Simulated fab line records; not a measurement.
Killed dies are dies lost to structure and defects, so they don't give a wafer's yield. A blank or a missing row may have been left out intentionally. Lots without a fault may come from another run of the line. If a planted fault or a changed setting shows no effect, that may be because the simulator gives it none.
What tool caused it? -- flow gf180mcu -- 6 lots, 18 wafers sampled, at 4 steps of a route of 602

== WHAT THE GAUGES SHOWED, per wafer ==
GF_HV_LDD_RS_MEAS_53: a four-point-probe measurement.
lot,measured,on,HV_LDD_RS (ohm/sq)
L230,day 14 02:56,film-metro-02,418.3 418.6 418.9
L234,day 15 10:33,film-metro-02,419.4 419.3 419.0
L237,day 16 07:42,film-metro-02,418.5 417.1 417.5
L240,day 17 19:25,film-metro-02,424.4 424.5 423.0
L243,day 18 14:06,film-metro-04,424.1 425.7 424.3
L247,day 20 01:25,film-metro-02,419.2 419.4 421.1

== WHAT TOOL EACH LOT RAN ON (gives the tool, then ch and the chambers of the sampled wafers, and finally the start) ==
lot,GF_POLY_GATE_STRIP_14,GF_HV_LDD_IMPLANT_33,GF_HV_LDD_RTA_52
L230,"plasma-asher-02 ch 0,1, day 10 17:49","implanter-04 ch 0, day 13 05:30","rtp-anneal-02 ch 0, day 14 02:52"
L234,"plasma-asher-03 ch 0,1, day 11 21:49","implanter-03 ch 0, day 14 12:15","rtp-anneal-02 ch 0, day 15 10:28"
L237,"plasma-asher-02 ch 0,1, day 12 16:46","implanter-03 ch 0, day 15 09:03","rtp-anneal-02 ch 0, day 16 07:37"
L240,"plasma-asher-04 ch 0,1, day 13 23:31","implanter-04 ch 0, day 16 20:00","rtp-anneal-02 ch 0, day 17 19:20"
L243,"plasma-asher-03 ch 1, day 14 15:01","implanter-04 ch 0, day 17 13:16","rtp-anneal-02 ch 0, day 18 14:02"
L247,"plasma-asher-02 ch 0, day 15 21:59","implanter-01 ch 0, day 18 23:45","rtp-anneal-02 ch 0, day 20 01:20"
- GF_POLY_GATE_STRIP_14: strips in O2/N2.
- GF_HV_LDD_IMPLANT_33
- GF_HV_LDD_RTA_52: time 10 s.

== THE ANSWER, worked out from the rows above alone ==
Rule: the lots themselves supply what counts as usual. The widest of any qualifying gaps counts: lots, ordered by their means at a reading, are off when they make up no more than a third of the lots, leave a main group of 4 or more, and stand apart from it by 3 or more times the standard deviation of that group's means. A main group whose means are all the same, to the digits that the tables above print for the reading, isn't used. A lot without any number at a reading at which 4 lots or more have one is off too. All remaining lots with rows at the step are treated as sound.
Off: L240, L243, at GF_HV_LDD_RS_MEAS_53 (HV_LDD_RS). For the main group the mean is 418.9 ohm/sq and the standard deviation 0.81.
If a tool, at a process step before that reading, ran all the lots that are off and no sound lot after the first of them, it fits. Those tools and the gauges at GF_HV_LDD_RS_MEAS_53 are tried in the same way. One candidate fits, namely implanter-04 at GF_HV_LDD_IMPLANT_33. A fault onset in the window from L230 (day 13 05:30, its last sound lot) to L240 (day 16 20:00, its first lot off) fits.

== WHAT THE SIMULATOR HAD PUT IN ==
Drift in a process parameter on implanter-04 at GF_HV_LDD_IMPLANT_33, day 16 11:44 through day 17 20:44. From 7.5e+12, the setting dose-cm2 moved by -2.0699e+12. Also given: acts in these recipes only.
Struck lots among those shown: L240, L243. The rule above found the same.
